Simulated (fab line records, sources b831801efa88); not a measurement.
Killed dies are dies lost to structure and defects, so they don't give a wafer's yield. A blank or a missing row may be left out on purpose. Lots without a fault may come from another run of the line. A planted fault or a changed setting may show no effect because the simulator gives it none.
Which tool did it? | flow gf180mcu | 14 lots, 42 wafers sampled, at 4 steps of a route of 602

WHAT THE GAUGES READ, wafer by wafer
GF_MVSD_OVL_MEAS_07. Usual: MVSD_OVL 0.6 nm, standard deviation 1.2.
lot  | measured    | on         | MVSD_OVL (nm)  | flag
L587 | day 4 11:54 | overlay-01 | 1.7 2.5 2.1    |
L588 | day 4 16:14 | overlay-02 | 1.3 1.8 2.0    |
L589 | day 4 18:20 | overlay-01 | -0.8 0.6 0.6   |
L591 | day 5 08:56 | overlay-02 | -0.4 0.5 0.4   |
L592 | day 5 13:45 | overlay-01 | 0.0 -0.2 0.5   |
L593 | day 5 20:37 | overlay-01 | -0.4 1.6 1.8   |
L594 | day 6 03:13 | overlay-02 | -0.3 -0.4 -1.7 |
L599 | day 7 07:22 | overlay-01 | - - -          | OFF
L600 | day 7 13:10 | overlay-02 | 1.4 2.6 0.3    |
L602 | day 8 00:23 | overlay-02 | - - -          | OFF
L603 | day 8 07:47 | overlay-01 | -1.4 1.7 1.8   |
L604 | day 8 12:39 | overlay-02 | 1.6 1.7 0.3    |
L605 | day 8 18:02 | overlay-01 | -0.9 0.8 -0.6  |
L608 | day 9 10:59 | overlay-02 | 1.2 0.4 1.5    |

GF_MVSD_TW_MEAS_11. Usual: MVSD_TW 1567, standard deviation 11.
lot  | measured    | on            | MVSD_TW        | flag
L587 | day 4 12:21 | film_metro-02 | 1579 1585 1587 |
L588 | day 4 16:40 | film_metro-04 | 1561 1549 1554 |
L589 | day 4 18:46 | film_metro-02 | 1591 1587 1594 |
L591 | day 5 09:22 | film_metro-02 | 1574 1576 1567 |
L592 | day 5 14:11 | film_metro-04 | 1574 1578 1572 |
L593 | day 5 21:04 | film_metro-03 | 1562 1560 1557 |
L594 | day 6 03:40 | film_metro-03 | 1566 1567 1565 |
L599 | day 7 07:49 | film_metro-04 | 30 30 30       | OFF
L600 | day 7 13:37 | film_metro-02 | 1577 1570 1579 |
L602 | day 8 00:49 | film_metro-02 | 30 30 30       | OFF
L603 | day 8 08:13 | film_metro-02 | 1574 1575 1577 |
L604 | day 8 13:05 | film_metro-04 | 1564 1576 1560 |
L605 | day 8 18:28 | film_metro-03 | 1566 1567 1563 |
L608 | day 9 11:25 | film_metro-02 | 1578 1592 1590 |

GF_CONTACT_THK_MEAS_01. Usual: CONTACT_CVD_00_THK 298.4 nm, standard deviation 2.9.
lot  | measured     | on            | CONTACT_CVD_00_THK (nm) | flag
L587 | day 15 01:49 | film_metro-04 | 298.1 294.9 294.3       |
L588 | day 15 11:47 | film_metro-03 | 297.0 299.0 297.7       |
L589 | day 15 15:43 | film_metro-03 | 299.3 298.0 299.6       |
L591 | day 16 10:56 | film_metro-02 | 298.5 293.8 298.0       |
L592 | day 16 18:34 | film_metro-04 | 297.1 300.7 296.8       |
L593 | day 17 05:07 | film_metro-03 | 299.9 299.1 296.9       |
L594 | day 17 15:26 | film_metro-04 | 297.6 297.0 294.8       |
L599 | day 19 11:05 | film_metro-03 | 298.5 296.7 294.6       |
L600 | day 19 19:43 | film_metro-03 | 296.1 300.3 296.1       |
L602 | day 20 18:11 | film_metro-04 | 303.7 301.3 299.6       |
L603 | day 21 04:09 | film_metro-04 | 302.1 299.6 298.4       |
L604 | day 21 07:57 | film_metro-02 | 295.0 297.7 293.4       |
L605 | day 21 17:11 | film_metro-03 | 300.0 301.1 299.6       |
L608 | day 22 11:49 | film_metro-03 | 300.0 301.5 299.3       |

WHICH TOOL RAN EACH LOT (tool, then ch and the chambers of the sampled wafers, then the start)
lot  | GF_MVSD_DEVELOP_06
L587 | litho_track-04 ch 0, day 4 11:00
L588 | litho_track-01 ch 0, day 4 16:00
L589 | litho_track-04 ch 0, day 4 18:00
L591 | litho_track-01 ch 0, day 5 08:00
L592 | litho_track-03 ch 0, day 5 13:00
L593 | litho_track-01 ch 0, day 5 20:00
L594 | litho_track-01 ch 0, day 6 03:00
L599 | litho_track-01 ch 0, day 7 07:00
L600 | litho_track-03 ch 0, day 7 13:00
L602 | litho_track-01 ch 0, day 8 00:00
L603 | litho_track-04 ch 0, day 8 07:00
L604 | litho_track-03 ch 0, day 8 12:00
L605 | litho_track-04 ch 0, day 8 17:00
L608 | litho_track-04 ch 0, day 9 10:00
- GF_MVSD_DEVELOP_06: develop time 60 s.

WHAT THE TOOLS THEMSELVES READ (means of the sampled wafers that have a number; where no wafer has one, the mark that the record gives instead)
The record holds no such reading with a usual standard deviation.

THE ANSWER, worked out from the rows above alone
Rule: a lot is off if the mean of its wafers that have a number lies more than 3 standard deviations from the usual mean. A lot without any number at a reading at which 4 lots or more have one is off too. The other lots that the step has rows for count as sound. The gauges are gone through in route order, then the tools' own readings, and for those a lot's mean is taken as printed above. The first step at which some lot is off is used, and at that step the reading that is off furthest; a lot without a number counts as furthest.
Off: L599, L602, at GF_MVSD_OVL_MEAS_07 (MVSD_OVL). Without a number there: L599, L602.
A tool fits if, at a process step before that reading, it ran every lot that is off, and no sound lot after the first of them. The gauges at GF_MVSD_OVL_MEAS_07 aren't tried: what is off there is off at GF_MVSD_TW_MEAS_11 too, on other tools, and a gauge's error can't cause that. One fits: litho_track-01 at GF_MVSD_DEVELOP_06. Its last sound lot is L594 (day 6 03:00), its first lot that is off L599 (day 7 07:00): a fault that began between those two fits.

WHAT THE SIMULATOR HAD PUT IN
Process parameter drift: litho_track-01, from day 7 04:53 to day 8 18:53, at GF_MVSD_DEVELOP_06. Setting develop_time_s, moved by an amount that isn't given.
Lots struck among those shown: L599, L602. The rule above found the same.
